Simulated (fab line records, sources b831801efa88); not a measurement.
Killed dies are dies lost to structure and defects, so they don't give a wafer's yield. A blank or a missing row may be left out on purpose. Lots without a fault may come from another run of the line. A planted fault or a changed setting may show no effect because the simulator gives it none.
fab line records | flow sky130
record lots=5 wafers=23
route steps=708 shown LDD_LDN@291 SPACER@304 SD_P@329 RES_XHIGH@339 SD_N@345 LI_CONTACT@364
start_h: hours from the record's first day to the start of the lot's first wafer shown | wait_h: hours since the lot's step before | " the same as in the row above | L1.1+2: a row that stands for several wafers | - no value, or no start given | * or withheld: withheld | < > ~ a bound
route shown NAME@n: a module of which the file shows steps, and the number in the route of the first | usual: mean/standard deviation of fault-free wafers | same: alike in all rows | chamber/n: place in a boat | sites: the reading at each site | _std_site: their standard deviation | _edge_site: outer sites' mean less inner sites' | radius_mm: how far each site lies from the wafer's centre | mask NAME#n: copy n | behind: the tool/chamber that last shaped the wafer | hold: why the lot was held/for how many hours/how that ended | device: the transistor (n, p or np) that didn't switch | end of line: the same wafers' tests at the end of the route | a step without rows: its recipe alone | killed: dies lost to structure and defects at the first sort, not the wafer's yield | map: a wafer's dies, x killed, . not, _ none there
set.NAME: the setting as run; set.NAME@STEP: as run at that earlier step | model.NAME: the simulator's own value behind a step, which no gauge read
lots whose settings were changed on purpose; a table a step, a row a wafer
## steps
# step SKY_LDD_LDN_COAT_02
# recipe resist=NOVOLAK spin_rpm=3000 resist_thk_nm=1140
# columns lot.wafer tool chamber start_h wait_h set.spin_rpm model.NOVOLAK_of_LDD_LDN_COAT_02.thk_nm
L077.2 litho_track-02 0 563.81 0.1 3000 1144
L077.3 " 0 " " 3000 1146
L077.5 " 0 " " 3000 1148
L080.1 litho_track-03 0 589.82 0.1 3000 1146
L080.2 " 0 " " 3000 1147
L080.3+6 " 0 " " 3000 1143
L080.5 " 0 " " 3000 1141
L081.1 litho_track-01 0 589.89 0.1 3125 1118
L081.2 " 0 " " 3000 1138
L081.3 " 0 " " 3125 1114
L081.4 " 0 " " 3125 1111
L081.5 " 0 " " 3000 1134
L082.2 litho_track-03 0 590.45 0.1 2936 1155
L082.3 " 0 " " 2936 1152
L082.4+5 " 0 " " 3000 1141
L082.6 " 0 " " 3000 1142
L084.1 litho_track-03 0 596.47 0.1 2801 1182
L084.2 " 0 " " 3000 1141
L084.4 " 0 " " 2801 1179
L084.5 " 0 " " 2801 1181
L084.6 " 0 " " 3000 1138
# step SKY_LDD_LDN_IMPLANT_09
# recipe species=As energy_kev=15 dose_cm2=1.25e+13 tilt_deg=withheld rotation_deg=113
# columns lot.wafer tool chamber start_h wait_h set.dose_cm2
L077.2+3+5 implanter-02 0 578.64 0.1 1.25e+13
L080.1+5 implanter-01 0 605.11 0.1 1.25e+13
L080.2+3+6 " 0 " " 1.184e+13
L081.1+4 implanter-03 0 605.37 0.1 1.25e+13
L081.2+3+5 " 0 " " 1.202e+13
L082.2+3+4+5+6 implanter-01 0 605.99 0.1 1.25e+13
L084.1+2+4 implanter-03 0 611.02 0.1 1.25e+13
L084.5+6 " 0 " " 1.158e+13
# step SKY_LDD_LDN_IMPLANT_10
# recipe species=As energy_kev=15 dose_cm2=1.278e+13 tilt_deg=withheld rotation_deg=203
# step SKY_LDD_LDN_IMPLANT_11
# recipe species=As energy_kev=15 dose_cm2=1.25e+13 tilt_deg=withheld rotation_deg=293
# step SKY_LDD_LDN_STRIP_12
# recipe chemistry=O2/N2 power_w=1400 pressure_mtorr=1500 platen_temp_c=withheld o2_flow_sccm=3000 n2_flow_sccm=300 overash_fraction=0.5
# usual strip_time_to_endpoint_s=14.20/0.042
# columns lot.wafer tool chamber start_h wait_h set.spin_rpm@LDD_LDN_COAT_02 strip_time_to_endpoint_s
L077.2 plasma_asher-02 0 579.07 0.1 3000 14.23
L077.3 " 0 " " 3000 14.25
L077.5 " 1 " " 3000 14.25
L080.1 plasma_asher-01 1 605.56 0.1 3000 14.24
L080.2 " 0 " " 3000 14.25
L080.3 " 1 " " 3000 14.22
L080.5 " 1 " " 3000 14.20
L080.6 " 0 " " 3000 14.21
L081.1 plasma_asher-03 0 605.82 0.1 3125 13.91
L081.2 " 1 " " 3000 14.15
L081.3 " 1 " " 3125 13.86
L081.4 " 0 " " 3125 13.85
L081.5 " 0 " " 3000 14.10
L082.2 plasma_asher-02 1 606.42 0.1 2936 14.33
L082.3 " 0 " " 2936 14.31
L082.4 " 1 " " 3000 14.20
L082.5 " 1 " " 3000 14.17
L082.6 " 0 " " 3000 14.19
L084.1 plasma_asher-02 1 611.47 0.1 2801 14.64
L084.2 " 0 " " 3000 14.18
L084.4 " 1 " " 2801 14.60
L084.5 " 0 " " 2801 14.61
L084.6 " 1 " " 3000 14.15
# step SKY_SPACER_CVD_00
# recipe material=Si3N4 precursor=DCS/NH3 target_thk_nm=43.1 temp_c=770 time_s=740 pressure_mtorr=250
# columns lot.wafer tool chamber start_h wait_h set.pressure_mtorr model.Si3N4_of_SPACER_CVD_00.thk_nm
L077.2 lpcvd-02 0 579.28 0.0 250 43.5
L077.3 " 0 " " 250 43.29
L077.5 " 0 " " 250 43.41
L080.1 - - - 0.5 267.9 43.71
L080.2 " - " " 267.9 43.64
L080.3 " - " " 267.9 43.29
L080.5 " - " " 267.9 43.42
L080.6 " - " " 267.9 43.59
L081.1 - - - 0.2 226.8 41.58
L081.2 " - " " 226.8 41.65
L081.3 " - " " 226.8 41.63
L081.4 " - " " 226.8 41.44
L081.5 " - " " 226.8 41.4
L082.2 - - - 0.8 276 43.91
L082.3 " - " " 276 43.99
L082.4 " - " " 276 44
L082.5 " - " " 276 43.81
L082.6 " - " " 276 44.09
L084.1 - - - 0.0 283.5 44.72
L084.2 " - " " 283.5 44.73
L084.4 " - " " 283.5 44.59
L084.5 " - " " 283.5 45.13
L084.6 " - " " 283.5 45.28
# step SKY_SPACER_THK_MEAS_01
# recipe reads=Si3N4_of_SPACER_CVD_00
# usual SPACER_CVD_00_THK=42.9/0.34
# columns lot.wafer tool chamber start_h wait_h set.pressure_mtorr@SPACER_CVD_00 SPACER_CVD_00_THK[nm]
L077.2 film_metro-01 - 580.49 0.0 250 43.4
L077.3 " - " " 250 43.3
L077.5 " - " " 250 43.4
L080.1 film_metro-04 - - - 267.9 43.7
L080.2 " - " " 267.9 43.7
L080.3 " - " " 267.9 43.3
L080.5 " - " " 267.9 43.4
L080.6 " - " " 267.9 43.6
L081.1 film_metro-02 - - - 226.8 41.6
L081.2 " - " " 226.8 41.7
L081.3 " - " " 226.8 41.6
L081.4 " - " " 226.8 41.5
L081.5 " - " " 226.8 41.4
L082.2 film_metro-01 - - - 276 43.9
L082.3 " - " " 276 44.0
L082.4 " - " " 276 44.0
L082.5 " - " " 276 43.8
L082.6 " - " " 276 44.1
L084.1 film_metro-04 - - - 283.5 44.7
L084.2 " - " " 283.5 44.8
L084.4 " - " " 283.5 44.5
L084.5 " - " " 283.5 45.1
L084.6 " - " " 283.5 45.3
# step SKY_SD_P_IMPLANT_09
# recipe species=BF2 energy_kev=20 dose_cm2=3e+15 tilt_deg=0
# columns lot.wafer tool chamber start_h wait_h set.energy_kev model.implant.rp_nm model.implant.drp_nm
L077.2+3+5 implanter-04 0 638.81 0.0 20 16.86 9.746
L080.1+2 implanter-03 0 664.33 0.0 20 17.53 9.746
L080.3+5+6 " 0 " " 20.94 18.17 10.07
L081.1+2+3 implanter-01 0 664.79 0.0 20 17.38 9.746
L081.4+5 " 0 " " 18.82 16.57 9.338
L082.2+3+4+5+6 implanter-01 0 665.56 0.0 20 17.48 9.746
L084.1+2+6 implanter-01 0 670.23 0.0 20 17.52 9.746
L084.4+5 " 0 " " 21.06 18.24 10.11
# step SKY_SD_P_STRIP_10
# recipe chemistry=O2/N2 power_w=1400 pressure_mtorr=1500 platen_temp_c=withheld o2_flow_sccm=3000 n2_flow_sccm=300 overash_fraction=0.5
# usual strip_time_to_endpoint_s=17.47/0.039
# columns lot.wafer tool chamber start_h wait_h set.energy_kev@SD_P_IMPLANT_09 strip_time_to_endpoint_s
L077.2 plasma_asher-02 0 638.93 0.1 20 17.47
L077.3 " 1 " " 20 17.47
L077.5 " 1 " " 20 17.44
L080.1 plasma_asher-03 0 664.48 0.1 20 17.43
L080.2 " 1 " " 20 17.41
L080.3 " 1 " " 20.94 17.62
L080.5 " 0 " " 20.94 17.56
L080.6 " 1 " " 20.94 17.62
L081.1 plasma_asher-04 1 664.94 0.1 20 17.42
L081.2 " 0 " " 20 17.43
L081.3 " 0 " " 20 17.48
L081.4 " 1 " " 18.82 17.33
L081.5 " 0 " " 18.82 17.26
L082.2 plasma_asher-04 0 665.68 0.1 20 17.48
L082.3 " 0 " " 20 17.46
L082.4 " 1 " " 20 17.48
L082.5 " 0 " " 20 17.49
L082.6 " 1 " " 20 17.50
L084.1 plasma_asher-03 0 670.38 0.1 20 17.43
L084.2 " 1 " " 20 17.52
L084.4 " 1 " " 21.06 17.61
L084.5 " 0 " " 21.06 17.60
L084.6 " 1 " " 20 17.44
# step SKY_RES_XHIGH_IMPLANT_07
# recipe species=BF2 energy_kev=20 dose_cm2=3.6e+14 tilt_deg=0
# columns lot.wafer tool chamber start_h wait_h set.energy_kev model.implant.rp_nm model.implant.drp_nm
L077.2+3+5 implanter-02 0 666.68 0.1 20 16.83 9.746
L080.1+5+6 implanter-04 0 691.43 0.1 20 17.78 9.746
L080.2+3 " 0 " " 20.31 17.99 9.852
L081.1+3+4 implanter-04 0 692.05 0.1 20 16.9 9.746
L081.2+5 " 0 " " 20.84 17.45 10.03
L082.2+3+4+5+6 implanter-04 0 693.16 0.1 20 17.1 9.746
L084.1+2+4+5+6 implanter-03 0 697.98 0.1 20 16.77 9.746
# step SKY_SD_N_SOFTBAKE_03
# recipe temp_c=90 time_s=60 resist=NOVOLAK
# columns lot.wafer tool chamber start_h wait_h set.temp_c
L077.2+3+5 litho_track-03 0 680.75 0.1 90
L080.1+2+3+5+6 litho_track-02 0 705.13 0.1 90
L081.1+3+5 litho_track-03 0 705.67 0.1 93.55
L081.2+4 " 0 " " 90
L082.2+4 litho_track-03 0 706.65 0.1 90
L082.3+5+6 " 0 " " 88.48
L084.1+6 litho_track-02 0 711.88 0.1 90
L084.2+4+5 " 0 " " 91.13
# step SKY_SD_N_EXPOSE_04
# recipe mask_id=NSDM na=0.6 source_shape=conventional sigma_outer=0.6 polarization=unpolarized target_cd_nm=380 dose_mj=141
# step SKY_SD_N_PEB_05
# recipe temp_c=withheld time_s=* resist=NOVOLAK
# step SKY_SD_N_DEVELOP_06
# recipe resist=NOVOLAK developer=TMAH develop_time_s=60 dev_temp_c=23
# columns lot.wafer tool chamber start_h wait_h set.temp_c@SD_N_SOFTBAKE_03 model.NOVOLAK_of_SD_N_COAT_02.thk_nm
L077.2 litho_track-02 0 694.21 0.1 90 1137
L077.3 " 0 " " 90 1139
L077.5 " 0 " " 90 1140
L080.1+5 litho_track-02 0 718.73 0.1 90 1140
L080.2 " 0 " " 90 1144
L080.3 " 0 " " 90 1142
L080.6 " 0 " " 90 1139
L081.1+5 litho_track-01 0 719.59 0.1 93.55 1128
L081.2 " 0 " " 90 1142
L081.3 " 0 " " 93.55 1129
L081.4 " 0 " " 90 1141
L082.2 litho_track-01 0 720.56 0.1 90 1145
L082.3 " 0 " " 88.48 1147
L082.4 " 0 " " 90 1139
L082.5 " 0 " " 88.48 1148
L082.6 " 0 " " 88.48 1145
L084.1 litho_track-03 0 725.67 0.1 90 1137
L084.2 " 0 " " 91.13 1132
L084.4 " 0 " " 91.13 1138
L084.5 " 0 " " 91.13 1135
L084.6 " 0 " " 90 1139
# step SKY_SD_N_IMPLANT_09
# recipe species=As energy_kev=50 dose_cm2=4e+15 tilt_deg=0
# columns lot.wafer tool chamber start_h wait_h set.energy_kev model.implant.rp_nm model.implant.drp_nm
L077.2+3+5 implanter-04 0 694.66 0.1 50 32.02 14.11
L080.1+3+5 implanter-01 0 719.04 0.0 51.03 32.24 14.33
L080.2+6 " 0 " " 50 31.71 14.11
L081.1+4 implanter-02 0 719.89 0.0 51.37 32.71 14.4
L081.2+3+5 " 0 " " 50 32 14.11
L082.2+4+6 implanter-04 0 720.96 0.0 48.12 30.98 13.71
L082.3+5 " 0 " " 50 31.96 14.11
L084.1+5+6 implanter-04 0 725.98 0.0 52.15 32.06 14.56
L084.2+4 " 0 " " 50 30.98 14.11
# step SKY_SD_N_IMPLANT_10
# recipe species=P energy_kev=20 dose_cm2=1e+14 tilt_deg=0
# step SKY_SD_N_STRIP_11
# recipe chemistry=O2/N2 power_w=1400 pressure_mtorr=1500 platen_temp_c=withheld o2_flow_sccm=3000 n2_flow_sccm=300 overash_fraction=0.5
# usual strip_time_to_endpoint_s=22.54/0.039
# columns lot.wafer tool chamber start_h wait_h set.energy_kev@SD_N_IMPLANT_09 strip_time_to_endpoint_s
L077.2 plasma_asher-02 1 694.93 0.1 50 22.51
L077.3 " 1 " " 50 22.52
L077.5 " 1 " " 50 22.53
L080.1 plasma_asher-01 1 719.34 0.1 51.03 22.73
L080.2 " 0 " " 50 22.61
L080.3 " 1 " " 51.03 22.74
L080.5 " 1 " " 51.03 22.71
L080.6 " 0 " " 50 22.56
L081.1 plasma_asher-03 1 720.19 0.1 51.37 22.65
L081.2 " 0 " " 50 22.58
L081.3 " 0 " " 50 22.44
L081.4 " 1 " " 51.37 22.78
L081.5 " 1 " " 50 22.44
L082.2 plasma_asher-01 1 721.23 0.1 48.12 22.34
L082.3 " 1 " " 50 22.63
L082.4 " 0 " " 48.12 22.27
L082.5 " 1 " " 50 22.66
L082.6 " 0 " " 48.12 22.31
L084.1 plasma_asher-02 1 726.28 0.1 52.15 22.84
L084.2 " 0 " " 50 22.46
L084.4 " 1 " " 50 22.53
L084.5 " 0 " " 52.15 22.84
L084.6 " 1 " " 52.15 22.87
# step SKY_SD_N_CLEAN_13
# recipe chemistry=SC1/SC2 mix=1:4:20 temp_c=70 time_s=150 dry=n2_spin
# step SKY_SD_N_RTA_14
# recipe temp_c=1075 time_s=2 idle_temp_c=650 ramp_up_c_per_s=150 ramp_down_c_per_s=90 ambient=N2
# step SKY_SD_N_RS_MEAS_16
# recipe thk_meas_gauge=four-point-probe
# usual SD_N_RS=68.53/0.11
# columns lot.wafer tool chamber start_h wait_h set.energy_kev@SD_N_IMPLANT_09 SD_N_RS[ohm/sq]
L077.2 film_metro-02 - 695.33 0.1 50 68.55
L077.3 " - " " 50 68.59
L077.5 " - " " 50 68.58
L080.1 film_metro-03 - 719.73 0.1 51.03 67.83
L080.2 " - " " 50 68.52
L080.3 " - " " 51.03 67.67
L080.5 " - " " 51.03 67.64
L080.6 " - " " 50 68.44
L081.1 film_metro-02 - 720.63 0.1 51.37 67.46
L081.2 " - " " 50 68.49
L081.3 " - " " 50 68.37
L081.4 " - " " 51.37 67.43
L081.5 " - " " 50 68.32
L082.2 film_metro-04 - 721.64 0.1 48.12 69.83
L082.3 " - " " 50 68.50
L082.4 " - " " 48.12 69.88
L082.5 " - " " 50 68.45
L082.6 " - " " 48.12 70.02
L084.1 film_metro-02 - 726.74 0.1 52.15 67.00
L084.2 " - " " 50 68.35
L084.4 " - " " 50 68.39
L084.5 " - " " 52.15 66.86
L084.6 " - " " 52.15 67.09
# step SKY_SD_N_RS_MEAS_17
# recipe thk_meas_gauge=four-point-probe
# usual SD_P_RS=147.2/0.39
# columns lot.wafer tool chamber start_h wait_h set.energy_kev@SD_P_IMPLANT_09 SD_P_RS[ohm/sq]
L077.2 film_metro-02 - 695.45 0.1 20 147.5
L077.3 " - " " 20 147.1
L077.5 " - " " 20 147.5
L080.1 film_metro-03 - 719.85 0.1 20 146.5
L080.2 " - " " 20 146.5
L080.3 " - " " 20.94 143.6
L080.5 " - " " 20.94 143.6
L080.6 " - " " 20.94 143.4
L081.1 film_metro-02 - 720.75 0.1 20 147.1
L081.2 " - " " 20 146.9
L081.3 " - " " 20 146.8
L081.4 " - " " 18.82 150.7
L081.5 " - " " 18.82 150.5
L082.2 film_metro-04 - 721.76 0.1 20 147.0
L082.3 " - " " 20 147.1
L082.4 " - " " 20 146.9
L082.5 " - " " 20 147.2
L082.6 " - " " 20 147.3
L084.1 film_metro-02 - 726.86 0.1 20 147.0
L084.2 " - " " 20 147.0
L084.4 " - " " 21.06 143.5
L084.5 " - " " 21.06 143.4
L084.6 " - " " 20 146.9
# step SKY_LI_CONTACT_CMP_02
# recipe material=PSG down_force_psi=4 platen_rpm=60 pad_velocity_m_s=0.94248
# columns lot.wafer tool chamber start_h wait_h set.leave_above_ref_nm model.PSG_of_LI_CONTACT_HDPCVD_00.thk_nm
L077.2 cmp-01 1 695.85 0.0 597.2 596.8
L077.3 " 0 " " 597.2 599.4
L077.5 " 2 " " 597.2 596.3
L080.1 cmp-02 0 720.27 0.1 597.2 598.1
L080.2 " 1 " " 597.2 598.3
L080.3 " 3 " " 597.2 597.1
L080.6 " 0 " " 597.2 596.8
L080.5 " 1 " " 597.2 598.5
L081.4 cmp-01 0 721.17 0.0 629.9 631.5
L081.2 " 1 " " 629.9 631.6
L081.3 " 2 " " 629.9 629.2
L081.1 " 3 " " 597.2 598.2
L081.5 " 1 " " 597.2 597.5
L082.2 cmp-02 1 722.21 0.1 597.2 598.1
L082.3 " 2 " " 554.2 553.3
L082.4 " 3 " " 554.2 555
L082.6 " 0 " " 554.2 554.2
L082.5 " 1 " " 597.2 597.6
L084.4 cmp-02 0 727.36 0.1 597.2 597.5
L084.1 " 1 " " 597.2 598.1
L084.2 " 3 " " 560.8 561.3
L084.6 " 0 " " 560.8 561.6
L084.5 " 1 " " 597.2 598.3
## key
split step=SKY_LDD_LDN_COAT_02 setting=spin_rpm stated=3000 by=wafer
response step=SKY_LDD_LDN_COAT_02 reading=model.NOVOLAK_of_LDD_LDN_COAT_02.thk_nm change=-5.92 per=1% r=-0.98
response step=SKY_LDD_LDN_STRIP_12 reading=strip_time_to_endpoint_s change=* per=1% r=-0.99
split step=SKY_LDD_LDN_IMPLANT_09 setting=dose_cm2 stated=1.25e+13 by=wafer
response none clear
split step=SKY_SPACER_CVD_00 setting=pressure_mtorr stated=250 by=lot
response step=SKY_SPACER_CVD_00 reading=model.Si3N4_of_SPACER_CVD_00.thk_nm change=+0.131 per=1% r=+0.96
response step=SKY_SPACER_THK_MEAS_01 reading=SPACER_CVD_00_THK change=+0.131 per=1% r=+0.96
split step=SKY_SD_P_IMPLANT_09 setting=energy_kev stated=20 by=wafer
response step=SKY_SD_P_IMPLANT_09 reading=model.implant.rp_nm change=+0.136 per=1% r=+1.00
response step=SKY_SD_P_IMPLANT_09 reading=model.implant.drp_nm change=+0.0684 per=1% r=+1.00
response step=SKY_SD_P_STRIP_10 reading=strip_time_to_endpoint_s change=* per=1% r=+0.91
response step=SKY_SD_N_RS_MEAS_17 reading=SD_P_RS change=-0.64 per=1% r=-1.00
split step=SKY_RES_XHIGH_IMPLANT_07 setting=energy_kev stated=20 by=wafer
response step=SKY_RES_XHIGH_IMPLANT_07 reading=model.implant.rp_nm change=+0.132 per=1% r=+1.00
response step=SKY_RES_XHIGH_IMPLANT_07 reading=model.implant.drp_nm change=+0.068 per=1% r=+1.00
split step=SKY_SD_N_SOFTBAKE_03 setting=temp_c stated=90 by=wafer
response step=SKY_SD_N_DEVELOP_06 reading=model.NOVOLAK_of_SD_N_COAT_02.thk_nm change=-3.11 per=1% r=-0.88
split step=SKY_SD_N_IMPLANT_09 setting=energy_kev stated=50 by=wafer
response step=SKY_SD_N_IMPLANT_09 reading=model.implant.rp_nm change=+0.256 per=1% r=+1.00
response step=SKY_SD_N_IMPLANT_09 reading=model.implant.drp_nm change=+0.106 per=1% r=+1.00
response step=SKY_SD_N_STRIP_11 reading=strip_time_to_endpoint_s change=* per=1% r=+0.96
response step=SKY_SD_N_RS_MEAS_16 reading=SD_N_RS change=-0.35 per=1% r=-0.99
split step=SKY_LI_CONTACT_CMP_02 setting=leave_above_ref_nm stated=597.2 by=wafer
response step=SKY_LI_CONTACT_CMP_02 reading=model.PSG_of_LI_CONTACT_HDPCVD_00.thk_nm change=+6.03 per=1% r=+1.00
